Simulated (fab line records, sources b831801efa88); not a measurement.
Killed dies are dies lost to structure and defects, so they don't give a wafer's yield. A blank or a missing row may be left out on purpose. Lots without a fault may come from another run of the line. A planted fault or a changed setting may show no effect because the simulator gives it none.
Which tool did it? | flow sky130 | 24 lots, 72 wafers sampled, at 6 steps of a route of 708

WHAT THE GAUGES READ, wafer by wafer
SKY_LI_CONTACT_OVL_MEAS_13.
lot  | measured     | on         | LI_CONTACT_OVL (nm)
L074 | day 29 22:59 | overlay-01 | 1 -1 5
L076 | day 30 12:41 | overlay-02 | 3 7 5
L075 | day 30 14:23 | overlay-01 | 12 16 1
L077 | day 30 22:59 | overlay-01 | -6 -3 1
L078 | day 31 01:29 | overlay-02 | -6 6 -1
L079 | day 31 10:23 | overlay-01 | 4 6 10
L080 | day 31 12:30 | overlay-02 | -5 1 -1
L081 | day 31 19:35 | overlay-02 | 6 1 4
L082 | day 32 08:59 | overlay-01 | -3 4 3
L083 | day 32 10:02 | overlay-02 | 7 9 10
L084 | day 32 14:57 | overlay-02 | 0 1 -2
L085 | day 32 20:05 | overlay-01 | 3 0 2
L086 | day 33 13:44 | overlay-02 | -2 -1 1
L087 | day 33 17:59 | overlay-01 | 9 9 9
L089 | day 34 02:00 | overlay-01 | 5 2 3
L088 | day 34 02:41 | overlay-01 | -3 6 -7
L092 | day 35 03:35 | overlay-02 | 12 11 8
L090 | day 35 07:11 | overlay-01 | 2 10 9
L091 | day 35 08:36 | overlay-02 | 1 -1 1
L093 | day 35 11:54 | overlay-02 | 5 13 11
L094 | day 35 19:41 | overlay-02 | 8 10 1
L095 | day 35 22:06 | overlay-02 | 13 15 9
L096 | day 36 03:42 | overlay-01 | 14 8 9
L097 | day 36 05:12 | overlay-02 | -4 11 -2

SKY_LI_CONTACT_THK_MEAS_23: measures by xrf.
lot  | measured     | on            | LI_CONTACT_W_THK (nm)
L074 | day 29 23:52 | film_metro-01 | 401 394 395
L076 | day 30 13:39 | film_metro-04 | 395 394 401
L075 | day 30 15:20 | film_metro-01 | 394 386 388
L077 | day 30 23:50 | film_metro-03 | 391 396 395
L078 | day 31 02:28 | film_metro-01 | 393 395 396
L079 | day 31 11:22 | film_metro-01 | 391 395 389
L080 | day 31 13:28 | film_metro-03 | 395 393 394
L081 | day 31 20:27 | film_metro-01 | 391 405 391
L082 | day 32 09:50 | film_metro-04 | 410 400 400
L083 | day 32 10:52 | film_metro-04 | 401 400 395
L084 | day 32 15:56 | film_metro-01 | 391 394 392
L085 | day 32 20:56 | film_metro-03 | 397 392 392
L086 | day 33 14:35 | film_metro-03 | 397 401 392
L087 | day 33 18:51 | film_metro-01 | 385 391 394
L089 | day 34 02:59 | film_metro-01 | 399 395 397
L088 | day 34 03:43 | film_metro-04 | 393 398 391
L092 | day 35 04:30 | film_metro-01 | 393 391 392
L090 | day 35 08:06 | film_metro-04 | 396 399 395
L091 | day 35 09:26 | film_metro-04 | 391 394 386
L093 | day 35 12:44 | film_metro-01 | 396 390 401
L094 | day 35 20:31 | film_metro-01 | 397 393 396
L095 | day 35 22:57 | film_metro-04 | 400 400 404
L096 | day 36 04:33 | film_metro-04 | 402 404 403
L097 | day 36 06:13 | film_metro-01 | 398 401 407

SKY_LOCAL_INTERCONNECT_CD_MEAS_11: target cd 170 nm.
lot  | measured     | on        | cd_nm (nm)
L074 | day 31 03:56 | cd_sem-02 | 168.7 166.9 168.5
L076 | day 31 17:32 | cd_sem-02 | 170.7 170.7 170.8
L075 | day 31 19:38 | cd_sem-01 | 170.4 171.3 171.4
L077 | day 32 03:25 | cd_sem-01 | 170.2 169.1 169.4
L078 | day 32 06:32 | cd_sem-02 | 170.4 169.1 169.3
L079 | day 32 14:30 | cd_sem-01 | 173.0 174.1 172.6
L080 | day 32 16:51 | cd_sem-01 | 169.3 169.2 167.8
L081 | day 32 23:17 | cd_sem-01 | 171.1 171.5 170.6
L082 | day 33 13:07 | cd_sem-02 | 170.8 171.6 170.8
L083 | day 33 14:16 | cd_sem-02 | 171.3 170.0 169.8
L084 | day 33 18:49 | cd_sem-01 | 172.8 174.2 173.1
L085 | day 33 23:12 | cd_sem-01 | 170.2 170.4 170.3
L086 | day 34 16:50 | cd_sem-01 | 169.7 170.8 171.2
L087 | day 34 21:26 | cd_sem-01 | 171.2 169.5 169.5
L089 | day 35 05:49 | cd_sem-02 | 169.5 169.2 169.2
L088 | day 35 07:02 | cd_sem-02 | 170.7 169.3 172.4
L092 | day 36 06:21 | cd_sem-01 | 169.2 169.6 168.6
L090 | day 36 09:58 | cd_sem-01 | 171.0 170.7 170.7
L091 | day 36 12:15 | cd_sem-02 | 172.0 172.1 171.4
L093 | day 36 14:46 | cd_sem-02 | 170.5 171.0 169.7
L094 | day 36 22:47 | cd_sem-01 | 171.5 170.4 171.9
L095 | day 37 01:49 | cd_sem-01 | 169.6 170.6 171.6
L096 | day 37 06:38 | cd_sem-01 | 169.8 169.5 169.8
L097 | day 37 08:41 | cd_sem-01 | 169.6 170.3 169.6

SKY_CONTACT_THK_MEAS_03.
lot  | measured     | on            | CONTACT_HDPCVD_THK (nm)
L074 | day 31 04:58 | film_metro-02 | 547 558 558
L076 | day 31 18:33 | film_metro-02 | 549 541 539
L075 | day 31 20:39 | film_metro-01 | 540 542 558
L077 | day 32 04:26 | film_metro-01 | 540 557 548
L078 | day 32 07:33 | film_metro-01 | 543 548 553
L079 | day 32 15:32 | film_metro-03 | 556 544 551
L080 | day 32 17:55 | film_metro-03 | 559 562 551
L081 | day 33 00:18 | film_metro-02 | 555 549 546
L082 | day 33 14:10 | film_metro-01 | 558 552 556
L083 | day 33 15:20 | film_metro-02 | 560 564 555
L084 | day 33 20:03 | film_metro-01 | 555 552 547
L085 | day 34 00:13 | film_metro-01 | 556 551 550
L086 | day 34 17:52 | film_metro-01 | 547 554 554
L087 | day 34 22:33 | film_metro-03 | 553 552 554
L089 | day 35 06:51 | film_metro-03 | 556 555 556
L088 | day 35 08:04 | film_metro-01 | 559 560 549
L092 | day 36 07:26 | film_metro-02 | 545 546 541
L090 | day 36 10:59 | film_metro-03 | 549 547 552
L091 | day 36 13:23 | film_metro-01 | 541 554 545
L093 | day 36 15:55 | film_metro-03 | 549 551 554
L094 | day 36 23:49 | film_metro-01 | 545 543 553
L095 | day 37 02:58 | film_metro-02 | 548 546 555
L096 | day 37 07:41 | film_metro-02 | 553 550 556
L097 | day 37 09:44 | film_metro-02 | 554 547 555

WHICH TOOL RAN EACH LOT (tool, then ch and the chambers of the sampled wafers, then the start)
lot  | SKY_RES_XHIGH_STRIP_08               | SKY_LOCAL_INTERCONNECT_ETCH_13
L074 | plasma_asher-01 ch 0, day 27 13:21   | rie_metal-01 ch 0,1, day 31 04:04
L076 | plasma_asher-02 ch 0,1, day 28 02:39 | rie_metal-04 ch 0,1, day 31 17:41
L075 | plasma_asher-04 ch 0,1, day 28 04:46 | rie_metal-04 ch 0,1, day 31 19:47
L077 | plasma_asher-01 ch 0,1, day 28 12:46 | rie_metal-04 ch 0,1, day 32 03:33
L078 | plasma_asher-01 ch 0,1, day 28 14:35 | rie_metal-01 ch 0,1, day 32 06:41
L079 | plasma_asher-01 ch 0,1, day 29 02:08 | rie_metal-04 ch 0,1, day 32 14:38
L080 | plasma_asher-02 ch 0,1, day 29 03:10 | rie_metal-03 ch 0,1, day 32 17:00
L081 | plasma_asher-01 ch 0,1, day 29 10:17 | rie_metal-01 ch 0,1, day 32 23:26
L082 | plasma_asher-02 ch 0,1, day 30 00:55 | rie_metal-04 ch 0,1, day 33 13:16
L083 | plasma_asher-04 ch 0,1, day 30 01:13 | rie_metal-01 ch 0,1, day 33 14:25
L084 | plasma_asher-04 ch 0,1, day 30 08:29 | rie_metal-03 ch 0, day 33 18:59
L085 | plasma_asher-01 ch 0,1, day 30 12:32 | rie_metal-04 ch 0,1, day 33 23:20
L086 | plasma_asher-02 ch 0,1, day 31 06:46 | rie_metal-04 ch 0,1, day 34 16:58
L087 | plasma_asher-01 ch 0,1, day 31 10:13 | rie_metal-04 ch 0,1, day 34 21:35
L089 | plasma_asher-01 ch 1, day 31 19:30   | rie_metal-03 ch 0,1, day 35 05:57
L088 | plasma_asher-01 ch 0,1, day 31 20:23 | rie_metal-04 ch 0,1, day 35 07:10
L092 | plasma_asher-02 ch 0,1, day 32 22:09 | rie_metal-04 ch 0,1, day 36 06:30
L090 | plasma_asher-02 ch 0,1, day 33 00:35 | rie_metal-01 ch 0,1, day 36 10:06
L091 | plasma_asher-02 ch 0,1, day 33 01:44 | rie_metal-03 ch 1, day 36 12:24
L093 | plasma_asher-02 ch 0,1, day 33 06:39 | rie_metal-03 ch 1, day 36 14:55
L094 | plasma_asher-01 ch 0,1, day 33 14:43 | rie_metal-01 ch 0,1, day 36 22:56
L095 | plasma_asher-01 ch 1, day 33 15:41   | rie_metal-04 ch 0, day 37 01:59
L096 | plasma_asher-02 ch 0,1, day 33 22:04 | rie_metal-01 ch 1, day 37 06:46
L097 | plasma_asher-01 ch 0,1, day 33 23:17 | rie_metal-03 ch 0,1, day 37 08:50
- SKY_RES_XHIGH_STRIP_08: strips in O2/N2.
- SKY_LOCAL_INTERCONNECT_ETCH_13: etches BARC in N2/H2, stops on SiO2, time 45.9 s, target depth 60 nm.

WHAT THE TOOLS THEMSELVES READ (means of the sampled wafers that have a number; where no wafer has one, the mark that the record gives instead)
SKY_RES_XHIGH_STRIP_08.
lot  | tool            | drypump_motor_current_A (A) | oes_product_au (a.u.) | strip_time_to_endpoint_s (s)
L074 | plasma_asher-01 | 6.1                         | 0.709                 | 14.25
L076 | plasma_asher-02 | 5.8                         | 0.708                 | 14.25
L075 | plasma_asher-04 | 5.3                         | 0.712                 | 14.27
L077 | plasma_asher-01 | 5.8                         | 0.706                 | 14.28
L078 | plasma_asher-01 | 5.9                         | 0.712                 | 14.26
L079 | plasma_asher-01 | 6.0                         | 0.715                 | 14.28
L080 | plasma_asher-02 | 6.0                         | 0.714                 | 14.26
L081 | plasma_asher-01 | 6.0                         | 0.714                 | 14.21
L082 | plasma_asher-02 | 6.0                         | 0.711                 | 14.28
L083 | plasma_asher-04 | 5.3                         | 0.712                 | 14.28
L084 | plasma_asher-04 | 5.2                         | 0.710                 | 14.26
L085 | plasma_asher-01 | 5.8                         | 0.707                 | 14.22
L086 | plasma_asher-02 | 6.0                         | 0.708                 | 14.24
L087 | plasma_asher-01 | 5.9                         | 0.709                 | 14.27
L089 | plasma_asher-01 | 5.6                         | 0.708                 | 14.28
L088 | plasma_asher-01 | 5.9                         | 0.712                 | 14.31
L092 | plasma_asher-02 | 5.9                         | 0.708                 | 14.26
L090 | plasma_asher-02 | 5.9                         | 0.710                 | 14.27
L091 | plasma_asher-02 | 6.0                         | 0.707                 | 14.29
L093 | plasma_asher-02 | 5.9                         | 0.712                 | 14.27
L094 | plasma_asher-01 | 5.8                         | 0.710                 | 14.27
L095 | plasma_asher-01 | 5.7                         | 0.712                 | 14.23
L096 | plasma_asher-02 | 5.8                         | 0.714                 | 14.28
L097 | plasma_asher-01 | 6.0                         | 0.716                 | 14.29

SKY_LOCAL_INTERCONNECT_ETCH_13.
lot  | tool         | drypump_motor_current_A (A) | oes_product_au (a.u.) | rf_fwd_power_W (W) | throttle_valve_pct (%)
L074 | rie_metal-01 | 5.92                        | 0.852                 | 495.1              | 13.219
L076 | rie_metal-04 | 5.55                        | 0.856                 | 496.1              | 13.220
L075 | rie_metal-04 | 5.56                        | 0.858                 | 495.3              | 13.231
L077 | rie_metal-04 | 5.70                        | 0.854                 | 497.4              | 13.216
L078 | rie_metal-01 | 5.91                        | 0.850                 | 493.0              | 13.227
L079 | rie_metal-04 | 5.70                        | 0.851                 | 497.4              | 13.220
L080 | rie_metal-03 | 5.91                        | 0.857                 | 494.8              | 13.221
L081 | rie_metal-01 | 5.92                        | 0.859                 | 493.6              | 13.224
L082 | rie_metal-04 | 5.70                        | 0.857                 | 496.6              | 13.230
L083 | rie_metal-01 | 5.72                        | 0.854                 | 494.8              | 13.217
L084 | rie_metal-03 | 6.04                        | 0.856                 | 494.1              | 13.221
L085 | rie_metal-04 | 5.57                        | 0.858                 | 495.2              | 13.215
L086 | rie_metal-04 | 5.67                        | 0.857                 | 495.8              | 13.232
L087 | rie_metal-04 | 5.55                        | 0.854                 | 496.3              | 13.218
L089 | rie_metal-03 | 5.91                        | 0.858                 | 494.8              | 13.221
L088 | rie_metal-04 | 5.70                        | 0.851                 | 497.9              | 13.223
L092 | rie_metal-04 | 5.69                        | 0.857                 | 495.3              | 13.220
L090 | rie_metal-01 | 5.73                        | 0.852                 | 494.1              | 13.225
L091 | rie_metal-03 | 5.87                        | 0.853                 | 497.8              | 13.217
L093 | rie_metal-03 | 5.86                        | 0.855                 | 496.1              | 13.216
L094 | rie_metal-01 | 5.94                        | 0.856                 | 493.5              | 13.226
L095 | rie_metal-04 | 5.42                        | 0.857                 | 495.9              | 13.235
L096 | rie_metal-01 | 5.49                        | 0.855                 | 493.9              | 13.220
L097 | rie_metal-03 | 5.96                        | 0.852                 | 495.1              | 13.234

THE ANSWER, worked out from the rows above alone
Rule: what is usual is taken from the lots themselves. Put in order of their means at a reading, lots are off if they are a third of the lots or fewer, leave a main group of 4 or more, and stand apart from it by a gap of 3 or more times the standard deviation of the main group's means; of several such gaps the widest counts. A main group whose means are all the same, to the digits that the tables above print for the reading, isn't used. A lot without any number at a reading at which 4 lots or more have one is off too. The other lots that the step has rows for count as sound. The gauges are gone through in route order, then the tools' own readings, and for those a lot's mean is taken as printed above. The first step at which some lot is off is used, and at that step the reading that is off furthest; a lot without a number counts as furthest.
No lot is off at any reading shown: from this, nothing can be told.

WHAT THE SIMULATOR HAD PUT IN
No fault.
